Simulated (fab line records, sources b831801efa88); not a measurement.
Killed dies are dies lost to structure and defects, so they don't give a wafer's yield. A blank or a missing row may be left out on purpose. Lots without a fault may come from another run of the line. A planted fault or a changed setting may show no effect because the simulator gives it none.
fab line records | flow gf180mcu
record lots=15 wafers=45 last_day=34
route steps=602 shown DUAL_GATE@152 POLY_GATE@164
lots that met no fault: from a run of the same line without faults
start_h: hours from the record's first day to the start of the lot's first wafer shown | wait_h: hours since the lot's step before | " the same as in the row above | L1.1+2: a row that stands for several wafers | - no value, or no start given | * or withheld: withheld | < > ~ a bound
route shown NAME@n: a module of which the file shows steps, and the number in the route of the first | usual: mean/standard deviation of fault-free wafers | same: alike in all rows | chamber/n: place in a boat | sites: the reading at each site | _std_site: their standard deviation | _edge_site: outer sites' mean less inner sites' | radius_mm: how far each site lies from the wafer's centre | mask NAME#n: copy n | behind: the tool/chamber that last shaped the wafer | hold: why the lot was held/for how many hours/how that ended | device: the transistor (n, p or np) that didn't switch | end of line: the same wafers' tests at the end of the route | a step without rows: its recipe alone | killed: dies lost to structure and defects at the first sort, not the wafer's yield | map: a wafer's dies, x killed, . not, _ none there
set.NAME: the setting as run; set.NAME@STEP: as run at that earlier step | model.NAME: the simulator's own value behind a step, which no gauge read
steps of the route over a sample of lots; a table a step, a row a wafer
services: from which hour (start_h, from the record's first day; less than 0 if before it) a tool's chamber was out of use, for how many hours, and why
## steps
# step GF_DUAL_GATE_OVL_MEAS_11
# usual DUAL_GATE_OVL=-0.4/1.4
# columns lot.wafer tool chamber start_h wait_h DUAL_GATE_OVL[nm]
L807.2 overlay-02 - 173.61 0.1 -0.4
L807.4 " - " " 0.0
L807.6 " - " " -2.1
L808.1 overlay-01 - 179.45 0.1 -0.3
L808.3 " - " " -1.1
L808.6 " - " " 1.2
L809.3 overlay-01 - 189.93 0.1 -3.5
L809.5 " - " " -1.9
L809.6 " - " " -1.1
L810.1 overlay-02 - 200.32 0.1 -1.9
L810.2 " - " " -0.7
L810.4 " - " " -2.4
L811.2 overlay-01 - 208.97 0.1 0.8
L811.5 " - " " 0.9
L811.6 " - " " -0.1
L812.3 overlay-01 - 212.53 0.1 -1.4
L812.4 " - " " -2.8
L812.5 " - " " -0.8
L813.2 overlay-01 - 220.99 0.1 0.6
L813.4 " - " " -1.7
L813.6 " - " " 1.0
L814.1 overlay-02 - 230.57 0.1 0.5
L814.2 " - " " 2.1
L814.5 " - " " 2.0
L821.1 overlay-01 - 271.07 0.1 -1.3
L821.3 " - " " -1.8
L821.6 " - " " -1.5
L823.3 overlay-02 - 288.98 0.1 0.4
L823.5 " - " " 0.5
L823.6 " - " " -1.7
L824.1 overlay-01 - 294.20 0.1 -1.5
L824.2 " - " " -0.6
L824.6 " - " " -2.6
L825.1 overlay-01 - 301.42 0.1 -3.1
L825.2 " - " " -1.5
L825.6 " - " " -1.2
L826.1 overlay-02 - 309.03 0.1 -0.6
L826.3 " - " " 0.7
L826.5 " - " " 0.4
L828.1 overlay-01 - 321.65 0.1 -1.6
L828.4 " - " " -1.3
L828.6 " - " " -0.8
L830.2 overlay-01 - 334.07 0.1 2.0
L830.3 " - " " 0.7
L830.4 " - " " 1.3
# step GF_POLY_GATE_EXPOSE_07
# recipe mask_id=Poly2 target_cd_nm=280 na=0.68 source_shape=conventional sigma_outer=0.6 dose_mj=28
# usual exposure_dose_mJ_cm2=28.08/0.11 focus_offset_nm=0.1/0.51 na=0.68/0 reticle_temp_C=23.01/0.11
# columns lot.wafer tool chamber start_h wait_h mask exposure_dose_mJ_cm2 focus_offset_nm na reticle_temp_C
L807.2 krf_scanner-01 0 185.41 - Poly2#0 28.02 -0.6 0.68 23.11
L807.4 " 0 " " Poly2#0 28.01 -0.3 0.68 23.04
L807.6 " 0 " " Poly2#0 28.04 -0.4 0.68 22.91
L808.1 krf_scanner-01 0 191.32 - Poly2#0 28.01 0.4 0.68 23.06
L808.3 " 0 " " Poly2#0 28.01 0.2 0.68 22.82
L808.6 " 0 " " Poly2#0 27.97 0.1 0.68 22.83
L809.3 krf_scanner-01 0 203.68 - Poly2#0 27.98 -0.8 0.68 23.08
L809.5 " 0 " " Poly2#0 27.95 -0.3 0.68 23.17
L809.6 " 0 " " Poly2#0 27.97 -0.3 0.68 23.13
L810.1 krf_scanner-02 0 214.99 - Poly2#0 28.19 0.5 0.68 22.93
L810.2 " 0 " " Poly2#0 28.19 -0.3 0.68 22.81
L810.4 " 0 " " Poly2#0 28.22 0.7 0.68 23.10
L811.2 krf_scanner-01 - 220.83 - Poly2#0 - - - -
L811.5 " - " " Poly2#0 - - - -
L811.6 " - " " Poly2#0 - - - -
L812.3 krf_scanner-02 - 226.75 - Poly2#0 - - - -
L812.4 " - " " Poly2#0 - - - -
L812.5 " - " " Poly2#0 - - - -
L813.2 krf_scanner-01 - 233.04 - Poly2#0 - - - -
L813.4 " - " " Poly2#0 - - - -
L813.6 " - " " Poly2#0 - - - -
L814.1 krf_scanner-01 0 243.24 - Poly2#0 27.96 0.1 0.68 22.99
L814.2 " 0 " " Poly2#0 27.98 0.2 0.68 23.14
L814.5 " 0 " " Poly2#0 27.97 0.6 0.68 23.05
L821.1 krf_scanner-02 0 284.12 - Poly2#0 28.22 0.7 0.68 22.92
L821.3 " 0 " " Poly2#0 28.21 -0.2 0.68 22.90
L821.6 " 0 " " Poly2#0 28.28 0.4 0.68 22.95
L823.3 krf_scanner-01 0 301.83 - Poly2#0 27.99 -0.9 0.68 22.99
L823.5 " 0 " " Poly2#0 27.99 -0.9 0.68 22.96
L823.6 " 0 " " Poly2#0 27.99 0.4 0.68 22.98
L824.1 krf_scanner-01 0 307.82 - Poly2#0 28.03 -0.4 0.68 22.95
L824.2 " 0 " " Poly2#0 28.01 -0.3 0.68 23.02
L824.6 " 0 " " Poly2#0 27.99 -0.1 0.68 22.97
L825.1 krf_scanner-01 0 316.08 - Poly2#0 28.03 0.2 0.68 22.73
L825.2 " 0 " " Poly2#0 27.92 -0.1 0.68 23.04
L825.6 " 0 " " Poly2#0 27.98 0.4 0.68 23.08
L826.1 krf_scanner-02 0 322.40 - Poly2#0 28.24 1.0 0.68 23.06
L826.3 " 0 " " Poly2#0 28.18 0.9 0.68 23.05
L826.5 " 0 " " Poly2#0 28.21 1.0 0.68 22.93
L828.1 krf_scanner-01 0 338.37 - Poly2#0 28.03 0.8 0.68 23.18
L828.4 " 0 " " Poly2#0 27.97 1.2 0.68 23.15
L828.6 " 0 " " Poly2#0 28.01 0.8 0.68 23.09
L830.2 krf_scanner-02 0 348.18 - Poly2#0 28.24 -0.5 0.68 23.06
L830.3 " 0 " " Poly2#0 28.22 -0.1 0.68 23.06
L830.4 " 0 " " Poly2#0 28.23 -0.2 0.68 22.99
# step GF_POLY_GATE_STRIP_14
# recipe chemistry=O2/N2 power_w=1400 pressure_mtorr=1500 platen_temp_c=250 o2_flow_sccm=3000 n2_flow_sccm=300 overash_fraction=0.5
# usual drypump_motor_current_A=5.92/0.3 heater_power_w=333/23 oes_product_au=0.505/0.0046
# columns lot.wafer tool chamber start_h wait_h drypump_motor_current_A heater_power_w oes_product_au rf_hours_counter_h
L807.2 plasma_asher-03 1 193.23 0.0 5.55 358 0.499 53
L807.4 " 1 " " 5.55 368 0.509 -
L807.6 " 1 " " 5.56 367 0.513 -
L808.1 plasma_asher-03 0 199.68 0.0 6.11 320 0.508 54
L808.3 " 1 " " 5.54 361 0.504 -
L808.6 " 0 " " 6.14 327 0.504 -
L809.3 plasma_asher-03 0 212.29 0.1 6.08 321 0.507 -
L809.5 " 1 " " 5.54 369 0.504 -
L809.6 " 0 " " 6.10 319 0.503 -
L810.1 plasma_asher-01 0 224.13 0.0 5.58 359 0.498 43
L810.2 " 1 " " 6.09 313 0.506 43
L810.4 " 0 " " 5.57 353 0.498 -
L811.2 plasma_asher-01 0 229.64 0.0 5.56 353 0.502 43
L811.5 " 0 " " 5.56 361 0.505 -
L811.6 " 1 " " 6.10 313 0.509 -
L812.3 plasma_asher-02 1 235.43 0.1 6.35 351 0.502 -
L812.4 " 0 " " 5.84 307 0.508 -
L812.5 " 0 " " 5.85 302 0.505 -
L813.2 plasma_asher-02 1 241.93 0.0 6.35 343 0.506 13
L813.4 " 0 " " 5.85 304 0.508 -
L813.6 " 1 " " 6.36 355 0.513 -
L814.1 plasma_asher-02 1 252.53 0.0 6.35 354 0.503 14
L814.2 " 0 " " 5.84 306 0.501 14
L814.5 " 1 " " 6.34 354 0.502 -
L821.1 plasma_asher-01 0 294.50 0.0 5.56 358 0.511 50
L821.3 " 0 " " 5.52 349 0.499 -
L821.6 " 1 " " 6.09 310 0.504 -
L823.3 plasma_asher-02 1 312.43 0.1 6.36 358 0.505 -
L823.5 " 0 " " 5.87 304 0.507 -
L823.6 " 1 " " 6.36 345 0.510 -
L824.1 plasma_asher-01 0 318.29 0.0 5.57 348 0.507 53
L824.2 " 1 " " 6.10 313 0.495 53
L824.6 " 0 " " 5.55 345 0.508 -
L825.1 plasma_asher-02 1 326.29 0.0 6.38 342 0.502 21
L825.2 " 0 " " 5.86 306 0.502 21
L825.6 " 1 " " 6.36 353 0.500 -
L826.1 plasma_asher-01 0 332.93 0.0 5.56 354 0.505 54
L826.3 " 0 " " 5.56 351 0.504 -
L826.5 " 1 " " 6.10 312 0.503 -
L828.1 plasma_asher-02 0 348.95 0.0 5.86 311 0.512 23
L828.4 " 1 " " 6.36 353 0.494 -
L828.6 " 0 " " 5.85 301 0.501 -
L830.2 plasma_asher-03 0 358.98 0.0 6.09 324 0.508 70
L830.3 " 0 " " 6.11 320 0.503 -
L830.4 " 1 " " 5.55 370 0.499 -
# step GF_POLY_GATE_CD_MEAS_18
# usual cd_nm=279.3/1.9
# columns lot.wafer tool chamber start_h wait_h cd_nm
L807.2 cd_sem-01 - 194.72 0.1 280.8
L807.4 " - " " 278.5
L807.6 " - " " 279.9
L808.1 cd_sem-02 - 201.19 0.1 281.9
L808.3 " - " " 279.2
L808.6 " - " " 278.1
L809.3 cd_sem-01 - 214.52 0.1 279.3
L809.5 " - " " 279.5
L809.6 " - " " 276.9
L810.1 cd_sem-01 - 225.59 0.1 278.1
L810.2 " - " " 275.7
L810.4 " - " " 279.7
L811.2 cd_sem-02 - 231.13 0.1 -
L811.5 " - " " -
L811.6 " - " " -
L812.3 cd_sem-01 - 237.33 0.1 -
L812.4 " - " " -
L812.5 " - " " -
L813.2 cd_sem-02 - 244.47 0.1 -
L813.4 " - " " -
L813.6 " - " " -
L814.1 cd_sem-02 - 253.99 0.1 280.7
L814.2 " - " " 280.1
L814.5 " - " " 280.1
L821.1 cd_sem-02 - 297.03 0.1 275.9
L821.3 " - " " 280.3
L821.6 " - " " 278.2
L823.3 cd_sem-02 - 315.16 0.1 278.3
L823.5 " - " " 278.8
L823.6 " - " " 277.7
L824.1 cd_sem-01 - 319.75 0.1 277.5
L824.2 " - " " 278.3
L824.6 " - " " 277.3
L825.1 cd_sem-01 - 330.49 0.1 281.5
L825.2 " - " " 275.4
L825.6 " - " " 278.9
L826.1 cd_sem-02 - 334.65 0.1 279.5
L826.3 " - " " 279.6
L826.5 " - " " 278.0
L828.1 cd_sem-02 - 351.20 0.1 280.8
L828.4 " - " " 282.9
L828.6 " - " " 281.4
L830.2 cd_sem-01 - 360.63 0.2 283.0
L830.3 " - " " 279.7
L830.4 " - " " 279.6
## services
# columns tool chamber start_h hours kind
krf_scanner-01 - 171.44 1.3 pm
krf_scanner-01 - 180.91 4.4 pm
krf_scanner-02 - 201.33 2.4 repair
krf_scanner-02 - 207.69 1.0 pm
krf_scanner-02 - 231.05 0.8 pm
krf_scanner-01 - 235.80 0.8 pm
krf_scanner-01 - 238.18 1.2 repair
krf_scanner-02 - 254.43 0.5 repair
krf_scanner-01 - 254.82 0.2 repair
krf_scanner-02 0 262.20 - calibration
krf_scanner-01 - 275.25 1.0 pm
krf_scanner-01 - 276.25 3.6 pm
krf_scanner-02 - 276.92 0.4 repair
krf_scanner-01 0 289.35 - calibration
plasma_asher-02 - 295.67 0.9 repair
krf_scanner-02 - 327.77 1.3 pm
krf_scanner-02 - 334.39 4.4 pm
krf_scanner-01 - 347.34 1.3 pm
## key
first_sign step=GF_POLY_GATE_EXPOSE_07 reading=tool_record direction=missing
effect none on later readings
met_at GF_POLY_GATE_EXPOSE_07
struck_lots L811,L812,L813
later_rows_left_out L811.2,L811.5,L811.6,L812.3,L812.4,L812.5,L813.2,L813.4,L813.6
sort_left_out L811.2,L811.5,L811.6,L812.3,L812.4,L812.5,L813.2,L813.4,L813.6
tester_left_out L811,L812,L813
not_acting_at GF_DUAL_GATE_OVL_MEAS_11,GF_POLY_GATE_STRIP_14,GF_POLY_GATE_CD_MEAS_18
onset_between 214.99 220.83
fault kind=skipped_step_whole tool=krf_scanner-01,krf_scanner-02 chamber=- onset_h=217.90 steps=GF_POLY_GATE_EXPOSE_07 scope=struck_lots_only
# tester_left_out: of these lots the tester's yield and bins aren't shown, on N5 and GAA mostly nor the transistor test; their killed dies are dies lost to structure and defects alone, not to doping, threshold or leakage, so they don't give the yield
# sort_left_out: the simulated sort isn't trusted on such a fault, so these wafers' sort isn't shown, and their yield isn't known
# later_rows_left_out: the simulator's readings of these wafers behind a module that went badly wrong aren't trusted and aren't shown, but for the sort
